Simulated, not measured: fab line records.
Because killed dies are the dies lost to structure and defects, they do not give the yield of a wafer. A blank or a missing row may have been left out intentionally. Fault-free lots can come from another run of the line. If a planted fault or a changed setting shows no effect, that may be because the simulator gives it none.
fab line records | flow sky130
record: lots: 15 wafers: 45 lastDay: 50
route steps=708 shown FIELD_ISO@26 NWELL@34 PWDE@47
lots with no fault: from the same line, run without faults
startH: start of the lot's first displayed wafer, in hours after the record's first day | waitH: time in hours since the lot's previous step | " repeats the value in the row above | L1.1+2: one row covering several wafers at once | - no value present, or no start provided | * or withheld: withheld | < > ~ a bound
route shown NAME@n: names a module that has steps shown in the file, with the first one's number in the route | usual: mean/standard deviation of fault-free wafers | same: alike in all rows | chamber/n: place in a boat | sites: each site's reading | _std_site: the values' standard deviation | _edge_site: the outer-site mean with the inner-site mean subtracted | radiusMm: how far each site lies from the wafer's centre | mask NAME#n: copy n | behind: the last tool/chamber to shape the wafer | hold: reason for holding the lot/hours on hold/outcome of the hold | device: the n, p or np transistor that did not switch | end of line: the same wafers' tests at the end of the route | step lacking rows: just its recipe | killed: at the first sort, the dies lost to defects and structure; wafer yield is something else | map: a wafer's dies, marking killed ones x, the rest . and places with no die _
set.NAME: the setting that was run; set.NAME@STEP: the one run at that earlier step | model.NAME: the simulator's own value behind a step, which no gauge read
route steps across a sampled set of lots; one table per step, one row per wafer
== steps ==
step: SKY_FIELD_ISO_THK_MEAS_25
recipe: reads: SiO2_of_FIELD_ISO_CVD_24
usual: FIELD_ISO_CVD_24_THK: 593/5.9
columns lot.wafer tool chamber startH waitH FIELD_ISO_CVD_24_THK[nm]
L273.2 filmMetro-03 - 31.71 0.0 606
L273.4 " - " " 594
L273.5 " - " " 597
L274.2 filmMetro-03 - 38.59 0.1 582
L274.4 " - " " 582
L274.6 " - " " 574
L275.1 filmMetro-03 - 43.14 0.1 598
L275.2 " - " " 596
L275.6 " - " " 596
L277.1 filmMetro-02 - 52.31 0.0 603
L277.5 " - " " 594
L277.6 " - " " 603
L282.1 filmMetro-02 - 80.52 0.0 593
L282.5 " - " " 592
L282.6 " - " " 586
L283.3 filmMetro-03 - 82.87 0.1 593
L283.4 " - " " 598
L283.5 " - " " 596
L284.2 filmMetro-04 - 89.98 0.0 591
L284.3 " - " " 596
L284.5 " - " " 592
L288.3 filmMetro-04 - 111.72 0.1 597
L288.5 " - " " 596
L288.6 " - " " 588
L289.1 filmMetro-04 - 114.83 0.0 597
L289.2 " - " " 600
L289.6 " - " " 601
L290.2 filmMetro-03 - 119.88 0.0 603
L290.4 " - " " 602
L290.6 " - " " 597
L291.1 filmMetro-04 - 127.50 0.0 599
L291.4 " - " " 593
L291.5 " - " " 596
L292.1 filmMetro-02 - 130.17 0.0 589
L292.3 " - " " 601
L292.6 " - " " 602
L294.4 filmMetro-04 - 141.51 0.0 592
L294.5 " - " " 592
L294.6 " - " " 585
L295.1 filmMetro-04 - 151.04 0.0 591
L295.4 " - " " 591
L295.6 " - " " 592
L296.1 filmMetro-04 - 158.07 0.1 580
L296.4 " - " " 589
L296.6 " - " " 589
step: SKY_NWELL_THK_MEAS_02
recipe: reads: SiO2_of_NWELL_OXIDATION_01
usual: NWELL_OXIDATION_THK: 9.99/0.17
columns lot.wafer tool chamber startH waitH NWELL_OXIDATION_THK[nm]
L273.2 filmMetro-01 - 39.82 0.0 10.17
L273.4 " - " " 9.81
L273.5 " - " " 10.09
L274.2 filmMetro-02 - 47.09 0.0 10.03
L274.4 " - " " 10.15
L274.6 " - " " 10.28
L275.1 filmMetro-01 - 51.55 0.0 9.97
L275.2 " - " " 10.03
L275.6 " - " " 10.07
L277.1 filmMetro-04 - 57.93 0.0 9.87
L277.5 " - " " 9.95
L277.6 " - " " 10.13
L282.1 filmMetro-01 - 87.15 0.0 10.00
L282.5 " - " " 10.14
L282.6 " - " " 10.16
L283.3 filmMetro-04 - 89.07 0.0 9.90
L283.4 " - " " 9.80
L283.5 " - " " 9.77
L284.2 filmMetro-02 - 93.89 0.0 9.98
L284.3 " - " " 9.72
L284.5 " - " " 9.76
L288.3 filmMetro-01 - 115.68 0.0 10.06
L288.5 " - " " 10.09
L288.6 " - " " 9.97
L289.1 filmMetro-01 - 120.49 0.0 10.05
L289.2 " - " " 10.22
L289.6 " - " " 10.17
L290.2 filmMetro-01 - 124.74 0.0 9.82
L290.4 " - " " 9.94
L290.6 " - " " 9.86
L291.1 filmMetro-02 - 133.03 0.0 9.85
L291.4 " - " " 9.87
L291.5 " - " " 9.73
L292.1 filmMetro-02 - 134.42 0.0 9.85
L292.3 " - " " 9.88
L292.6 " - " " 9.82
L294.4 filmMetro-04 - 146.12 0.0 10.00
L294.5 " - " " 10.00
L294.6 " - " " 9.82
L295.1 filmMetro-01 - 155.78 0.0 10.00
L295.4 " - " " 10.09
L295.6 " - " " 9.96
L296.1 filmMetro-01 - 163.29 0.0 10.00
L296.4 " - " " 10.13
L296.6 " - " " 10.05
step: SKY_PWDE_COAT_02
recipe: spinRpm: 2000 resistThkNm: 3000
usual: chillPlateTempC: 22.99/0.11 dispensePressureKPa: 46/3.8 exhaustPa: 45.0/0.84
columns lot.wafer tool chamber startH waitH chillPlateTempC dispensePressureKPa exhaustPa
L273.2 lithoTrack-04 0 62.33 0.1 22.92 43 45.8
L273.4 " 0 " " 22.88 43 45.2
L273.5 " 0 " " 22.79 43 46.1
L274.2 lithoTrack-02 0 69.51 0.1 22.80 48 46.6
L274.4 " 0 " " 22.82 48 44.9
L274.6 " 0 " " 22.88 48 46.2
L275.1 lithoTrack-04 0 75.81 0.1 23.02 43 46.1
L275.2 " 0 " " 23.16 43 45.2
L275.6 " 0 " " 22.97 43 45.1
L277.1 lithoTrack-04 0 82.36 0.1 22.96 43 46.4
L277.5 " 0 " " 22.81 43 45.4
L277.6 " 0 " " 22.91 43 46.5
L282.1 lithoTrack-04 - 111.91 0.1 - - -
L282.5 " - " " - - -
L282.6 " - " " - - -
L283.3 lithoTrack-02 - 114.63 0.1 - - -
L283.4 " - " " - - -
L283.5 " - " " - - -
L284.2 lithoTrack-04 - 119.78 0.1 - - -
L284.3 " - " " - - -
L284.5 " - " " - - -
L288.3 lithoTrack-04 0 143.46 0.1 22.94 43 44.7
L288.5 " 0 " " 22.98 43 45.4
L288.6 " 0 " " 23.05 43 46.4
L289.1 lithoTrack-04 0 148.16 0.1 23.04 43 44.7
L289.2 " 0 " " 22.87 43 45.8
L289.6 " 0 " " 22.98 43 47.0
L290.2 lithoTrack-01 0 153.64 0.1 23.17 53 45.5
L290.4 " 0 " " 22.88 53 44.6
L290.6 " 0 " " 23.01 53 44.8
L291.1 lithoTrack-02 0 162.08 0.1 23.02 48 45.4
L291.4 " 0 " " 22.94 48 44.6
L291.5 " 0 " " 22.91 48 44.7
L292.1 lithoTrack-02 0 164.23 0.1 22.99 48 44.5
L292.3 " 0 " " 23.10 48 45.1
L292.6 " 0 " " 23.05 48 44.8
L294.4 lithoTrack-02 0 175.76 0.1 22.82 48 44.4
L294.5 " 0 " " 22.98 48 45.3
L294.6 " 0 " " 22.76 48 44.2
L295.1 lithoTrack-04 0 186.11 0.1 23.02 43 46.6
L295.4 " 0 " " 23.14 43 45.3
L295.6 " 0 " " 23.12 43 45.6
L296.1 lithoTrack-01 0 194.91 0.1 22.94 53 45.1
L296.4 " 0 " " 22.96 53 45.5
L296.6 " 0 " " 22.99 53 44.9
step: SKY_PWDE_OVL_MEAS_07
usual: PWDE_OVL: -1.0/1.3
columns lot.wafer tool chamber startH waitH PWDE_OVL[nm]
L273.2 overlay-02 - 70.19 - -0.6
L273.4 " - " " -1.4
L273.5 " - " " -1.1
L274.2 overlay-02 - 77.77 - -0.5
L274.4 " - " " -2.9
L274.6 " - " " -4.2
L275.1 overlay-02 - 84.01 - -0.4
L275.2 " - " " 0.2
L275.6 " - " " -0.9
L277.1 overlay-02 - 90.83 - -0.2
L277.5 " - " " 0.5
L277.6 " - " " -0.1
L282.1 overlay-02 - 121.58 - -
L282.5 " - " " -
L282.6 " - " " -
L283.3 overlay-02 - 124.03 - -
L283.4 " - " " -
L283.5 " - " " -
L284.2 overlay-01 - 128.56 - -
L284.3 " - " " -
L284.5 " - " " -
L288.3 overlay-01 - 154.02 - -0.9
L288.5 " - " " -1.5
L288.6 " - " " -1.6
L289.1 overlay-02 - 158.16 - 0.3
L289.2 " - " " 0.6
L289.6 " - " " 0.9
L290.2 overlay-02 - 164.07 - -0.2
L290.4 " - " " -2.1
L290.6 " - " " -1.5
L291.1 overlay-02 - 172.53 - 0.6
L291.4 " - " " 1.8
L291.5 " - " " -0.3
L292.1 overlay-01 - 174.46 - -1.2
L292.3 " - " " -1.8
L292.6 " - " " -0.7
L294.4 overlay-01 - 186.75 - -1.8
L294.5 " - " " -1.4
L294.6 " - " " -2.1
L295.1 overlay-01 - 196.91 - -1.1
L295.4 " - " " 0.4
L295.6 " - " " -0.1
L296.1 overlay-02 - 206.03 - 0.3
L296.4 " - " " 0.7
L296.6 " - " " -0.8
step: SKY_NWELL_OVL_MEAS_23
usual: NWELL_01_OVL: 0.2/1.6
columns lot.wafer tool chamber startH waitH NWELL_01_OVL[nm]
L273.2 overlay-01 - 104.03 - 1.4
L273.4 " - " " 0.1
L273.5 " - " " 0.7
L274.2 overlay-02 - 111.26 - 0.4
L274.4 " - " " 0.3
L274.6 " - " " 0.8
L275.1 overlay-02 - 119.76 - -1.5
L275.2 " - " " -0.4
L275.6 " - " " -2.3
L277.1 overlay-02 - 127.56 - 2.8
L277.5 " - " " -0.1
L277.6 " - " " 1.1
L282.1 overlay-02 - 160.46 - -1.4
L282.5 " - " " -1.0
L282.6 " - " " -1.5
L283.3 overlay-01 - 163.57 - -0.4
L283.4 " - " " -1.0
L283.5 " - " " -0.9
L284.2 overlay-02 - 168.86 - 4.5
L284.3 " - " " 3.1
L284.5 " - " " 3.2
L288.3 overlay-02 - 196.57 - -0.3
L288.5 " - " " -0.9
L288.6 " - " " -0.6
L289.1 overlay-02 - 200.31 - 2.3
L289.2 " - " " 3.6
L289.6 " - " " 2.9
L290.2 overlay-02 - 206.39 - 2.0
L290.4 " - " " 2.7
L290.6 " - " " 2.4
L291.1 overlay-02 - 216.06 - 1.4
L291.4 " - " " 2.5
L291.5 " - " " -0.2
L292.1 overlay-02 - 218.41 - 0.8
L292.3 " - " " -0.1
L292.6 " - " " 0.1
L294.4 overlay-02 - 232.82 - 0.1
L294.5 " - " " -0.2
L294.6 " - " " -0.8
L295.1 overlay-01 - 242.71 - 1.8
L295.4 " - " " -0.7
L295.6 " - " " 0.3
L296.1 overlay-02 - 252.56 - -2.2
L296.4 " - " " -0.9
L296.6 " - " " -1.0
step: SKY_NWELL_TW_MEAS_26
usual: NWELL_2_TW: 499.8/2.7
columns lot.wafer tool chamber startH waitH NWELL_2_TW
L273.2 filmMetro-01 - 104.32 0.1 497.5
L273.4 " - " " 501.9
L273.5 " - " " 501.2
L274.2 filmMetro-02 - 111.55 0.1 495.0
L274.4 " - " " 495.2
L274.6 " - " " 495.6
L275.1 filmMetro-01 - 120.04 0.1 505.2
L275.2 " - " " 500.3
L275.6 " - " " 502.4
L277.1 filmMetro-04 - 127.84 0.1 499.3
L277.5 " - " " 499.3
L277.6 " - " " 499.9
L282.1 filmMetro-01 - 160.74 0.1 556.3
L282.5 " - " " 555.4
L282.6 " - " " 557.6
L283.3 filmMetro-04 - 163.86 0.1 554.9
L283.4 " - " " 555.8
L283.5 " - " " 555.3
L284.2 filmMetro-01 - 169.15 0.1 554.4
L284.3 " - " " 555.7
L284.5 " - " " 554.1
L288.3 filmMetro-01 - 196.86 0.1 496.9
L288.5 " - " " 497.5
L288.6 " - " " 499.5
L289.1 filmMetro-01 - 200.59 0.1 497.6
L289.2 " - " " 501.5
L289.6 " - " " 501.7
L290.2 filmMetro-04 - 206.68 0.1 503.0
L290.4 " - " " 501.6
L290.6 " - " " 504.4
L291.1 filmMetro-04 - 216.34 0.1 502.6
L291.4 " - " " 504.2
L291.5 " - " " 501.4
L292.1 filmMetro-02 - 218.69 0.1 496.0
L292.3 " - " " 499.1
L292.6 " - " " 500.5
L294.4 filmMetro-04 - 233.12 0.1 505.5
L294.5 " - " " 501.1
L294.6 " - " " 504.3
L295.1 filmMetro-04 - 242.99 0.1 497.6
L295.4 " - " " 500.2
L295.6 " - " " 496.4
L296.1 filmMetro-01 - 252.84 0.1 496.1
L296.4 " - " " 498.2
L296.6 " - " " 495.2
== key ==
firstSign: step: SKY_PWDE_COAT_02 reading: toolRecord direction: missing
effect: step: SKY_PWDE_OVL_MEAS_07 reading: PWDE_OVL direction: missing
effect: step: SKY_NWELL_TW_MEAS_26 reading: NWELL_2_TW direction: up sigmas: 20 usual: 499.8 struck: 555.5
metAt SKY_PWDE_COAT_02
struckLots L282,L283,L284
sortLeftOut L282.1,L282.5,L282.6,L283.3,L283.4,L283.5,L284.2,L284.3,L284.5
testerLeftOut L282,L283,L284
notActingAt SKY_FIELD_ISO_THK_MEAS_25,SKY_NWELL_THK_MEAS_02,SKY_NWELL_OVL_MEAS_23
onsetBetween 82.36 111.91
fault: kind: skippedStepWhole tool: lithoTrack-02,lithoTrack-04 chamber: - onsetH: 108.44 steps: SKY_PWDE_COAT_02 scope: struckLotsOnly
testerLeftOut: of these lots the tester's yield and bins aren't shown, on N5 and GAA mostly nor the transistor test; their killed dies are dies lost to structure and defects alone, not to doping, threshold or leakage, so they don't give the yield
sortLeftOut: the simulated sort isn't trusted on such a fault, so these wafers' sort isn't shown, and their yield isn't known
